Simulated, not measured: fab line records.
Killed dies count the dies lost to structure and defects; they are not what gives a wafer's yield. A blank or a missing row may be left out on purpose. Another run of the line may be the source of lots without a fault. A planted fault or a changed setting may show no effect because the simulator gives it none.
fab line records | flow sky130
record: lots: 12 wafers: 36 lastDay: 50
route steps=708 shown SPACER@306 RES_XHIGH@339 SD_N@350 LI_CONTACT@365 PAD_OPEN@708
lots that met no fault: taken from a fault-free run of the same line
startH: the number of hours between the record's first day and the start of the first shown wafer of the lot | waitH: hours since the lot's step before | " the same as in the row above | L1.1+2: several wafers, shown together as one row | - value missing, or start not given | * or withheld: withheld | < > ~ a bound
route shown NAME@n: a module of which the file shows steps, and the number in the route of the first | usual: average and standard deviation across the fault-free wafers | same: alike in all rows | chamber/n: place in a boat | sites: the reading at each site | _std_site: how widely they spread, as a standard deviation | _edge_site: outer sites' mean less inner sites' | radiusMm: how far each site lies from the wafer's centre | mask NAME#n: copy n | behind: the tool/chamber that last shaped the wafer | hold: reason for holding the lot/hours on hold/outcome of the hold | device: transistor that didn't switch, given as n, p or np | end of line: the same wafers' tests at the end of the route | for a step that has no rows: nothing shown but its recipe | killed: the dies lost at the first sort to structure and to defects; this is not the yield of the wafer | map: the dies of a wafer, with x for killed, . for not killed, _ for no die there
set.NAME: the setting as run; set.NAME@STEP: as run at that earlier step | model.NAME: the simulator's own value behind a step, which no gauge read
a sample of lots followed through the steps of the route, with each step as a table and each wafer as a row
services: when a tool's chamber went out of use (startH, in hours from the record's first day, below 0 if earlier), for how many hours, and the reason
== steps ==
step: SKY_SPACER_ETCHBACK_02
recipe: chemistry: CH3F/O2 target: Si3N4 stopOn: SiO2 sourceW: 400 biasW: 80 pressureMtorr: 25 ch3fFlowSccm: 40 O2_flow_sccm: 30 timeS: 46.7 targetDepthA: 450
usual: drypumpMotorCurrentA: 6.0/0.46 oesProductAu: 0.854/0.0066 throttleValvePct: 10.561/0.0089
columns lot.wafer tool chamber startH waitH drypumpMotorCurrentA oesProductAu rfHoursCounterH throttleValvePct
L191.2 rieDiel-03 0 525.35 0.0 6.6 0.848 74 10.567
L191.4 " 0 " " 6.5 0.840 - 10.554
L191.6 " 3 " " 5.4 0.847 - 10.584
L192.1 rieDiel-01 2 537.65 0.1 6.2 0.846 1 10.550
L192.4 " 0 " " 6.1 0.848 72 10.566
L192.6 " 3 " " 6.6 0.847 - 10.556
L193.2 rieDiel-04 3 555.93 0.0 6.3 0.852 11 10.563
L193.5 " 0 " " 6.0 0.861 - 10.569
L193.6 " 3 " " 6.3 0.857 - 10.560
L194.1 rieDiel-04 0 562.12 0.1 6.0 0.851 80 10.563
L194.2 " 3 " " 6.3 0.853 11 10.554
L194.6 " 2 " " 5.2 0.846 - 10.558
L196.3 rieDiel-04 1 580.46 0.0 5.7 0.857 0 10.559
L196.4 " 3 " " 6.3 0.856 - 10.562
L196.5 " 0 " " 6.0 0.857 - 10.568
L198.1 rieDiel-04 2 598.46 0.1 5.2 0.850 0 10.581
L198.2 " 1 " " 5.7 0.853 1 10.560
L198.5 " 1 " " 5.7 0.851 - 10.566
L199.2 rieDiel-03 2 603.35 0.0 5.6 0.861 7 10.563
L199.5 " 2 " " 5.6 0.859 - 10.563
L199.6 " 3 " " 5.4 0.853 - 10.538
L200.1 rieDiel-03 1 614.51 0.1 6.6 0.858 2 10.553
L200.2 " 3 " " 5.4 0.861 9 10.561
L200.3 " 2 " " 5.6 0.854 8 10.568
L201.2 rieDiel-04 2 623.98 0.0 5.2 0.851 1 10.558
L201.4 " 3 " " 6.3 0.857 12 10.572
L201.6 " 0 " " 6.0 0.860 - 10.561
L202.1 rieDiel-04 2 631.55 0.1 5.2 0.848 1 10.560
L202.4 " 3 " " 6.3 0.861 13 10.570
L202.5 " 2 " " 5.2 0.861 - 10.564
L205.2 rieDiel-01 1 658.96 0.0 6.4 0.847 51 10.567
L205.4 " 3 " " 6.6 0.851 59 10.554
L205.6 " 3 " " 6.6 0.854 - 10.576
L211.1 rieDiel-01 3 706.21 0.1 6.6 0.859 0 10.568
L211.3 " 2 " " 6.2 0.851 4 10.543
L211.5 " 3 " " 6.6 0.849 - 10.558
step: SKY_RES_XHIGH_IMPLANT_07
recipe: species: BF2 energyKev: 20 doseCm2: 3.6e+14 tiltDeg: 0
usual: beamEnergyKeV: 19.999/0.0061
columns lot.wafer tool chamber startH waitH beamEnergyKeV
L191.2 implanter-03 0 615.32 0.1 20.016
L191.4 " 0 " " 20.004
L191.6 " 0 " " 20.008
L192.1 implanter-01 0 626.31 0.1 19.989
L192.4 " 0 " " 19.993
L192.6 " 0 " " 19.993
L193.2 implanter-03 0 643.52 0.1 19.998
L193.5 " 0 " " 19.992
L193.6 " 0 " " 19.997
L194.1 implanter-04 0 649.64 0.1 19.998
L194.2 " 0 " " 19.986
L194.6 " 0 " " 19.993
L196.3 implanter-04 0 665.15 0.1 20.000
L196.4 " 0 " " 19.992
L196.5 " 0 " " 20.005
L198.1 implanter-04 0 684.20 0.1 20.012
L198.2 " 0 " " 20.004
L198.5 " 0 " " 19.998
L199.2 implanter-04 0 688.44 0.1 19.991
L199.5 " 0 " " 20.003
L199.6 " 0 " " 20.001
L200.1 implanter-03 0 699.84 0.1 20.002
L200.2 " 0 " " 19.996
L200.3 " 0 " " 19.998
L201.2 implanter-03 0 707.57 0.1 19.992
L201.4 " 0 " " 20.002
L201.6 " 0 " " 19.992
L202.1 implanter-03 0 716.21 0.1 19.990
L202.4 " 0 " " 19.996
L202.5 " 0 " " 19.993
L205.2 implanter-04 0 741.79 0.1 20.002
L205.4 " 0 " " 20.010
L205.6 " 0 " " 20.015
L211.1 implanter-04 0 788.01 0.1 20.002
L211.3 " 0 " " 19.998
L211.5 " 0 " " 19.998
step: SKY_SD_N_OVL_MEAS_08
usual: SD_N_OVL: 0.2/1.7
columns lot.wafer tool chamber startH waitH SD_N_OVL[nm]
L191.2 overlay-01 - 643.92 0.1 -0.7
L191.4 " - " " -0.5
L191.6 " - " " 0.9
L192.1 overlay-02 - 655.16 0.1 3.3
L192.4 " - " " 1.3
L192.6 " - " " 1.6
L193.2 overlay-01 - 672.32 0.1 -2.4
L193.5 " - " " -2.1
L193.6 " - " " -2.6
L194.1 overlay-02 - 677.61 0.1 -0.2
L194.2 " - " " 1.0
L194.6 " - " " 0.3
L196.3 overlay-01 - 693.43 0.1 -0.7
L196.4 " - " " -0.4
L196.5 " - " " 0.5
L198.1 overlay-02 - 711.27 0.1 -0.5
L198.2 " - " " 2.6
L198.5 " - " " 1.6
L199.2 overlay-02 - 716.32 0.1 2.2
L199.5 " - " " 2.1
L199.6 " - " " 1.6
L200.1 overlay-02 - 727.72 0.1 4.0
L200.2 " - " " 1.2
L200.3 " - " " 3.7
L201.2 overlay-02 - 735.12 0.1 2.8
L201.4 " - " " 2.2
L201.6 " - " " 4.5
L202.1 overlay-02 - 744.02 0.1 -0.7
L202.4 " - " " -2.1
L202.5 " - " " -0.5
L205.2 overlay-02 - 768.97 0.1 0.9
L205.4 " - " " 2.3
L205.6 " - " " 2.2
L211.1 overlay-02 - 814.27 0.1 0.8
L211.3 " - " " 1.7
L211.5 " - " " 2.5
step: SKY_SD_N_RS_MEAS_18
recipe: thkMeasGauge: four-point-probe
usual: RES_XHIGH_RS: 333.7/1.3
columns lot.wafer tool chamber startH waitH RES_XHIGH_RS[ohm/sq]
L191.2 filmMetro-03 - 644.90 0.1 335.0
L191.4 " - " " 334.8
L191.6 " - " " 334.4
L192.1 filmMetro-03 - 656.12 0.1 333.9
L192.4 " - " " 334.9
L192.6 " - " " 332.6
L193.2 filmMetro-04 - 673.29 0.1 333.0
L193.5 " - " " 332.5
L193.6 " - " " 333.9
L194.1 filmMetro-04 - 678.57 0.1 331.7
L194.2 " - " " 333.0
L194.6 " - " " 333.0
L196.3 filmMetro-02 - 694.42 0.1 332.5
L196.4 " - " " 332.5
L196.5 " - " " 332.7
L198.1 filmMetro-03 - 712.23 0.1 334.5
L198.2 " - " " 335.0
L198.5 " - " " 334.6
L199.2 filmMetro-04 - 717.30 0.1 337.8
L199.5 " - " " 334.9
L199.6 " - " " 335.7
L200.1 filmMetro-02 - 728.68 0.1 331.8
L200.2 " - " " 331.6
L200.3 " - " " 332.0
L201.2 filmMetro-04 - 736.10 0.1 333.5
L201.4 " - " " 334.4
L201.6 " - " " 334.7
L202.1 filmMetro-02 - 744.98 0.1 349.1
L202.4 " - " " 332.9
L202.5 " - " " 349.5
L205.2 filmMetro-02 - 769.95 0.1 334.0
L205.4 " - " " 333.1
L205.6 " - " " 333.8
L211.1 filmMetro-04 - 815.28 0.1 335.7
L211.3 " - " " 335.0
L211.5 " - " " 335.5
step: SKY_LI_CONTACT_BOW_MEAS_03
recipe: mode: bow
usual: LI_CONTACT_BOW: 55/6.6
columns lot.wafer tool chamber startH waitH LI_CONTACT_BOW[um]
L191.2 filmMetro-03 - 645.55 0.2 65
L191.4 " - " " 59
L191.6 " - " " 42
L192.1 filmMetro-02 - 656.72 0.2 66
L192.4 " - " " 48
L192.6 " - " " 57
L193.2 filmMetro-03 - 673.89 0.2 55
L193.5 " - " " 56
L193.6 " - " " 55
L194.1 filmMetro-02 - 679.17 0.2 56
L194.2 " - " " 57
L194.6 " - " " 55
L196.3 filmMetro-02 - 695.02 0.2 69
L196.4 " - " " 52
L196.5 " - " " 47
L198.1 filmMetro-03 - 712.83 0.2 55
L198.2 " - " " 54
L198.5 " - " " 58
L199.2 filmMetro-04 - 717.90 0.1 54
L199.5 " - " " 53
L199.6 " - " " 53
L200.1 filmMetro-04 - 729.28 0.2 51
L200.2 " - " " 51
L200.3 " - " " 42
L201.2 filmMetro-04 - 736.70 0.2 53
L201.4 " - " " 58
L201.6 " - " " 58
L202.1 filmMetro-04 - 745.58 0.2 55
L202.4 " - " " 48
L202.5 " - " " 47
L205.2 filmMetro-04 - 770.55 0.2 57
L205.4 " - " " 65
L205.6 " - " " 65
L211.1 filmMetro-04 - 815.88 0.1 56
L211.3 " - " " 55
L211.5 " - " " 66
step: SKY_PAD_OPEN_PROBE_99
usual: killed_at_M0_to_M3: 45/7.3 killed_at_M4_up: 3.1/1.7 killedAtContacts: 25/5.1 killedAtFrontEnd: 15/4.5 killedAtOther: 0.3/0.56 killedDies: 88/9.4 killedOpen: 47/6.6 killedShort: 40/6.9
same: grossDies: 492 killedAtBackSide: 0
columns lot.wafer tool chamber startH waitH killed_at_M0_to_M3 killed_at_M4_up killedAtContacts killedAtFrontEnd killedAtOther killedDies killedOpen killedShort
L191.2 prober-01 - 1072.66 0.1 51 2 34 17 2 106 46 59
L191.4 prober-01 - 1072.76 0.2 38 1 31 17 0 87 47 40
L191.6 prober-01 - 1072.86 0.2 37 1 37 14 0 89 55 34
L192.1 prober-02 - 1080.25 0.1 52 5 28 9 1 95 50 44
L192.4 prober-02 - 1080.40 0.2 55 1 19 13 1 89 44 45
L192.6 prober-02 - 1080.50 0.2 39 1 22 11 0 73 43 28
L193.2 prober-01 - 1092.26 0.1 60 2 16 14 0 92 50 42
L193.5 prober-01 - 1092.41 0.2 37 4 25 20 0 86 45 38
L193.6 prober-01 - 1092.46 0.2 49 6 27 21 0 103 56 45
L194.1 prober-02 - 1095.02 0.1 50 1 24 14 0 89 49 40
L194.2 prober-02 - 1095.07 0.1 55 2 27 14 0 98 46 52
L194.6 prober-02 - 1095.27 0.2 55 3 26 12 0 96 48 48
L196.3 prober-02 - 1109.81 0.2 45 5 28 13 0 91 52 39
L196.4 prober-02 - 1109.86 0.2 43 6 25 6 0 80 46 34
L196.5 prober-02 - 1109.91 0.2 61 7 20 16 0 104 50 54
L198.1 prober-01 - 1120.87 0.1 53 4 26 20 0 103 55 48
L198.2 prober-01 - 1120.92 0.1 46 1 32 9 0 88 58 29
L198.5 prober-01 - 1121.07 0.2 36 5 33 13 0 87 50 37
L199.2 prober-02 - 1124.76 0.1 35 3 25 23 0 86 40 46
L199.5 prober-02 - 1124.91 0.2 47 4 25 10 1 87 49 37
L199.6 prober-02 - 1124.96 0.2 50 0 38 11 1 100 60 39
L200.1 prober-01 - 1132.55 0.1 35 5 27 16 0 83 41 42
L200.2 prober-01 - 1132.60 0.1 49 2 30 17 0 98 48 50
L200.3 prober-01 - 1132.65 0.2 54 3 24 14 0 95 50 45
L201.2 prober-02 - 1138.67 0.1 41 3 34 11 0 89 50 39
L201.4 prober-02 - 1138.77 0.2 40 2 30 13 0 85 49 36
L201.6 prober-02 - 1138.87 0.2 29 2 20 15 1 67 28 39
L202.1 prober-01 - 1144.89 0.1 43 6 26 11 0 86 52 34
L202.4 prober-01 - 1145.04 0.2 53 5 22 13 0 93 49 44
L202.5 prober-01 - 1145.09 0.2 39 1 30 14 1 85 59 26
L205.2 prober-02 - 1163.66 0.1 35 3 21 15 0 74 40 34
L205.4 prober-02 - 1163.76 0.2 46 3 19 18 0 86 41 45
L205.6 prober-02 - 1163.86 0.2 53 2 32 9 0 96 43 53
L211.1 prober-02 - 1189.80 0.1 39 8 20 10 0 77 38 39
L211.3 prober-02 - 1189.90 0.2 47 3 27 9 0 86 49 37
L211.5 prober-02 - 1190.00 0.2 44 1 25 15 0 85 47 38
killed by level:class
L191.2 VIA2:geometricParticle:open=12 CONTACT:geometricParticle:open=10 FIELD_ISO:geometricParticle:short=9 METAL2:geometricParticle:short=8 LOCAL_INTERCONNECT:geometricParticle:short=7 LI_CONTACT:geometricParticle:short=6 CONTACT:geometricParticle:short=6 METAL1:geometricParticle:short=6
L191.4 CONTACT:geometricParticle:open=11 LI_CONTACT:geometricParticle:open=8 CONTACT:geometricParticle:short=8 VIA1:geometricParticle:open=7 VIA3:geometricParticle:open=5 FIELD_ISO:geometricParticle:short=4 METAL1:geometricParticle:short=4 VIA1:geometricParticle:short=4
L191.6 CONTACT:geometricParticle:open=18 VIA1:geometricParticle:open=11 FIELD_ISO:geometricParticle:open=6 LI_CONTACT:geometricParticle:open=6 CONTACT:geometricParticle:short=6 LOCAL_INTERCONNECT:geometricParticle:short=5 VIA2:geometricParticle:open=5 VIA1:geometricParticle:short=4
L192.1 VIA1:geometricParticle:open=9 LI_CONTACT:geometricParticle:open=8 CONTACT:geometricParticle:open=8 METAL2:geometricParticle:short=8 VIA3:geometricParticle:open=6 VIA1:geometricParticle:short=5 VIA2:geometricParticle:open=5 LOCAL_INTERCONNECT:geometricParticle:open=4
L192.4 VIA1:geometricParticle:open=16 METAL2:geometricParticle:short=7 VIA1:geometricParticle:short=6 VIA3:geometricParticle:open=6 CONTACT:geometricParticle:open=6 FIELD_ISO:geometricParticle:short=5 LOCAL_INTERCONNECT:geometricParticle:short=5 VIA2:geometricParticle:open=5
L192.6 VIA1:geometricParticle:open=15 CONTACT:geometricParticle:open=8 LOCAL_INTERCONNECT:geometricParticle:short=5 LI_CONTACT:geometricParticle:open=4 METAL2:geometricParticle:short=4 VIA2:geometricParticle:open=4 LI_CONTACT:geometricParticle:short=3 VIA1:geometricParticle:short=3
L193.2 VIA1:geometricParticle:open=10 VIA3:geometricParticle:open=10 METAL1:geometricParticle:short=9 METAL2:geometricParticle:short=7 CONTACT:geometricParticle:open=7 VIA2:geometricParticle:open=7 LI_CONTACT:geometricParticle:open=6 VIA3:geometricParticle:short=5
L193.5 VIA1:geometricParticle:open=10 CONTACT:geometricParticle:open=9 POLY_GATE:geometricParticle:short=8 FIELD_ISO:geometricParticle:open=7 LI_CONTACT:geometricParticle:open=6 VIA1:geometricParticle:short=5 METAL3:geometricParticle:short=5 LOCAL_INTERCONNECT:geometricParticle:short=4
L193.6 VIA1:geometricParticle:open=16 CONTACT:geometricParticle:open=10 VIA3:geometricParticle:open=9 VIA2:geometricParticle:open=8 LOCAL_INTERCONNECT:geometricParticle:short=7 POLY_GATE:geometricParticle:short=6 METAL1:geometricParticle:short=5 METAL4:geometricParticle:short=5
L194.1 LI_CONTACT:geometricParticle:open=14 METAL2:geometricParticle:short=11 VIA2:geometricParticle:open=8 VIA1:geometricParticle:short=8 VIA1:geometricParticle:open=7 VIA3:geometricParticle:open=6 CONTACT:geometricParticle:open=5 CONTACT:geometricParticle:short=4
L194.2 METAL2:geometricParticle:short=11 VIA3:geometricParticle:open=11 VIA1:geometricParticle:open=9 CONTACT:geometricParticle:short=6 LOCAL_INTERCONNECT:geometricParticle:short=5 CONTACT:geometricParticle:open=5 METAL1:geometricParticle:short=5 VIA3:geometricParticle:short=5
L194.6 METAL1:geometricParticle:short=11 VIA3:geometricParticle:open=10 CONTACT:geometricParticle:open=8 VIA1:geometricParticle:short=7 LI_CONTACT:geometricParticle:open=6 LI_CONTACT:geometricParticle:short=6 VIA2:geometricParticle:open=6 VIA1:geometricParticle:open=5
L196.3 LI_CONTACT:geometricParticle:open=11 VIA1:geometricParticle:open=9 CONTACT:geometricParticle:open=9 VIA3:geometricParticle:open=8 METAL1:geometricParticle:short=6 VIA2:geometricParticle:open=6 VIA2:geometricParticle:short=5 POLY_GATE:geometricParticle:short=4
L196.4 VIA1:geometricParticle:open=9 CONTACT:geometricParticle:open=8 LI_CONTACT:geometricParticle:open=6 VIA3:geometricParticle:open=6 METAL2:geometricParticle:short=6 VIA2:geometricParticle:open=6 LOCAL_INTERCONNECT:geometricParticle:short=4 CONTACT:geometricParticle:short=4
L196.5 METAL2:geometricParticle:short=14 VIA1:geometricParticle:open=11 METAL1:geometricParticle:short=9 VIA3:geometricParticle:open=9 METAL4:geometricParticle:short=6 LI_CONTACT:geometricParticle:open=6 CONTACT:geometricParticle:open=6 VIA1:geometricParticle:short=5
L198.1 VIA1:geometricParticle:open=14 CONTACT:geometricParticle:open=14 FIELD_ISO:geometricParticle:open=7 VIA1:geometricParticle:short=6 METAL3:geometricParticle:short=5 CONTACT:geometricParticle:short=5 METAL2:geometricParticle:short=5 METAL1:geometricParticle:short=5
L198.2 CONTACT:geometricParticle:open=14 VIA1:geometricParticle:open=13 VIA3:geometricParticle:open=10 LI_CONTACT:geometricParticle:open=8 VIA2:geometricParticle:open=6 VIA2:geometricParticle:short=5 FIELD_ISO:geometricParticle:short=4 METAL2:geometricParticle:short=4
L198.5 CONTACT:geometricParticle:open=13 VIA1:geometricParticle:open=8 VIA3:geometricParticle:open=6 POLY_GATE:geometricParticle:open=6 LI_CONTACT:geometricParticle:open=6 LOCAL_INTERCONNECT:geometricParticle:short=6 METAL2:geometricParticle:short=6 CONTACT:geometricParticle:short=4
L199.2 FIELD_ISO:geometricParticle:open=8 CONTACT:geometricParticle:short=7 VIA3:geometricParticle:open=7 FIELD_ISO:geometricParticle:short=5 POLY_GATE:geometricParticle:short=5 LI_CONTACT:geometricParticle:open=5 LOCAL_INTERCONNECT:geometricParticle:short=5 METAL1:geometricParticle:short=5
L199.5 CONTACT:geometricParticle:open=12 VIA1:geometricParticle:open=10 VIA1:geometricParticle:short=8 LI_CONTACT:geometricParticle:open=7 VIA3:geometricParticle:open=6 VIA2:geometricParticle:open=5 METAL3:geometricParticle:short=4 VIA3:geometricParticle:short=4
L199.6 CONTACT:geometricParticle:open=19 VIA1:geometricParticle:open=14 METAL2:geometricParticle:short=7 VIA2:geometricParticle:open=7 LI_CONTACT:geometricParticle:open=5 CONTACT:geometricParticle:short=5 METAL1:geometricParticle:short=5 POLY_GATE:geometricParticle:open=4
L200.1 CONTACT:geometricParticle:open=9 METAL1:geometricParticle:short=7 LI_CONTACT:geometricParticle:short=6 CONTACT:geometricParticle:short=5 POLY_GATE:geometricParticle:open=4 POLY_GATE:geometricParticle:short=4 SPACER:geometricParticle:open=4 VIA2:geometricParticle:open=4
L200.2 VIA1:geometricParticle:open=10 CONTACT:geometricParticle:short=9 CONTACT:geometricParticle:open=7 LI_CONTACT:geometricParticle:open=6 METAL1:geometricParticle:short=6 VIA3:geometricParticle:open=6 POLY_GATE:geometricParticle:short=5 VIA1:geometricParticle:short=5
L200.3 VIA1:geometricParticle:open=16 CONTACT:geometricParticle:open=8 METAL1:geometricParticle:short=7 LOCAL_INTERCONNECT:geometricParticle:short=6 VIA1:geometricParticle:short=6 VIA2:geometricParticle:open=6 LI_CONTACT:geometricParticle:open=5 METAL2:geometricParticle:short=5
L201.2 VIA1:geometricParticle:open=12 CONTACT:geometricParticle:open=12 CONTACT:geometricParticle:short=8 LI_CONTACT:geometricParticle:open=7 VIA2:geometricParticle:open=7 METAL2:geometricParticle:short=6 LOCAL_INTERCONNECT:geometricParticle:short=5 VIA1:geometricParticle:short=4
L201.4 CONTACT:geometricParticle:open=18 VIA1:geometricParticle:open=10 METAL1:geometricParticle:short=6 METAL2:geometricParticle:short=6 LI_CONTACT:geometricParticle:open=5 FIELD_ISO:geometricParticle:short=4 VIA1:geometricParticle:short=4 VIA3:geometricParticle:open=4
L201.6 POLY_GATE:geometricParticle:short=8 CONTACT:geometricParticle:open=7 VIA2:geometricParticle:open=7 LI_CONTACT:geometricParticle:short=4 LOCAL_INTERCONNECT:geometricParticle:short=4 METAL1:geometricParticle:short=4 METAL2:geometricParticle:short=4 FIELD_ISO:geometricParticle:open=3
L202.1 LI_CONTACT:geometricParticle:open=12 VIA1:geometricParticle:open=8 VIA2:geometricParticle:open=8 CONTACT:geometricParticle:open=7 VIA3:geometricParticle:open=6 METAL2:geometricParticle:short=5 VIA1:geometricParticle:short=4 METAL3:geometricParticle:short=4
L202.4 LI_CONTACT:geometricParticle:open=12 VIA1:geometricParticle:open=12 METAL1:geometricParticle:short=8 VIA3:geometricParticle:open=7 CONTACT:geometricParticle:open=7 VIA2:geometricParticle:short=6 METAL2:geometricParticle:short=5 VIA1:geometricParticle:short=4
L202.5 LI_CONTACT:geometricParticle:open=12 CONTACT:geometricParticle:open=11 VIA1:geometricParticle:open=11 VIA2:geometricParticle:open=6 VIA1:geometricParticle:short=6 POLY_GATE:geometricParticle:open=5 METAL1:geometricParticle:short=4 VIA3:geometricParticle:open=4
L205.2 LI_CONTACT:geometricParticle:open=8 VIA1:geometricParticle:open=7 VIA2:geometricParticle:open=7 CONTACT:geometricParticle:short=6 POLY_GATE:geometricParticle:open=5 POLY_GATE:geometricParticle:short=4 CONTACT:geometricParticle:open=4 METAL2:geometricParticle:short=4
L205.4 METAL1:geometricParticle:short=9 VIA1:geometricParticle:open=8 METAL2:geometricParticle:short=8 LI_CONTACT:geometricParticle:open=6 VIA1:geometricParticle:short=6 FIELD_ISO:geometricParticle:open=5 CONTACT:geometricParticle:open=5 POLY_GATE:geometricParticle:open=4
L205.6 METAL1:geometricParticle:short=16 CONTACT:geometricParticle:open=10 VIA1:geometricParticle:open=10 LI_CONTACT:geometricParticle:open=8 CONTACT:geometricParticle:short=5 METAL3:geometricParticle:short=5 LI_CONTACT:geometricParticle:short=5 METAL2:geometricParticle:short=5
L211.1 CONTACT:geometricParticle:open=7 VIA2:geometricParticle:open=7 VIA1:geometricParticle:short=6 METAL2:geometricParticle:short=6 LI_CONTACT:geometricParticle:open=5 VIA1:geometricParticle:open=5 METAL4:geometricParticle:short=5 METAL1:geometricParticle:short=4
L211.3 VIA1:geometricParticle:open=10 CONTACT:geometricParticle:open=9 METAL2:geometricParticle:short=9 VIA2:geometricParticle:open=9 LI_CONTACT:geometricParticle:open=8 FIELD_ISO:geometricParticle:open=5 CONTACT:geometricParticle:short=4 VIA1:geometricParticle:short=4
L211.5 CONTACT:geometricParticle:open=10 VIA1:geometricParticle:open=8 CONTACT:geometricParticle:short=8 VIA3:geometricParticle:open=7 VIA2:geometricParticle:open=7 METAL1:geometricParticle:short=6 FIELD_ISO:geometricParticle:open=5 LI_CONTACT:geometricParticle:open=5
== services ==
columns tool chamber startH hours kind
implanter-04 - 547.86 1.7 repair
rieDiel-04 1 548.12 - clean
rieDiel-04 1 548.12 29.6 scheduledDown
rieDiel-04 1 548.12 29.6 ventCycle
implanter-04 - 565.51 3.7 repair
rieDiel-03 1 567.80 1.3 repair
implanter-04 - 569.20 4.3 pm
implanter-04 - 584.44 1.9 repair
rieDiel-03 0 584.82 13.7 repair
rieDiel-01 0 584.94 2.4 repair
rieDiel-03 - 593.22 2.8 pm
rieDiel-03 1 596.97 4.1 repair
rieDiel-01 1 627.74 3.4 repair
rieDiel-03 1 647.85 3.9 repair
implanter-01 - 687.40 9.1 repair
implanter-03 - 691.73 2.8 repair
rieDiel-03 0 710.86 8.3 repair
rieDiel-04 - 715.07 28.1 pm
rieDiel-01 - 725.29 28.1 pm
rieDiel-01 - 753.39 14.6 pm
implanter-03 - 754.67 3.3 repair
rieDiel-01 2 772.59 9.4 repair
rieDiel-01 - 773.07 4.3 pm
implanter-03 - 785.18 4.1 repair
== key ==
firstSign: step: SKY_SD_N_RS_MEAS_18 reading: RES_XHIGH_RS direction: up sigmas: 12 usual: 333.7 struck: 349.3
effect none on later readings
metAt SKY_RES_XHIGH_IMPLANT_07
struckLots L202
struckWafers L202.1,L202.5
testerLeftOut L202
notActingAt SKY_SPACER_ETCHBACK_02,SKY_SD_N_OVL_MEAS_08,SKY_LI_CONTACT_BOW_MEAS_03
onsetBetween 707.57 716.21
fault: kind: processParameterDrift tool: implanter-03 chamber: - onsetH: 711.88 steps: SKY_RES_XHIGH_IMPLANT_07 channel: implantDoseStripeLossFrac offset: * shape: step endH: 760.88 scope: struckWafersOnly
testerLeftOut: of these lots the tester's yield and bins aren't shown, on N5 and GAA mostly nor the transistor test; their killed dies are dies lost to structure and defects alone, not to doping, threshold or leakage, so they don't give the yield
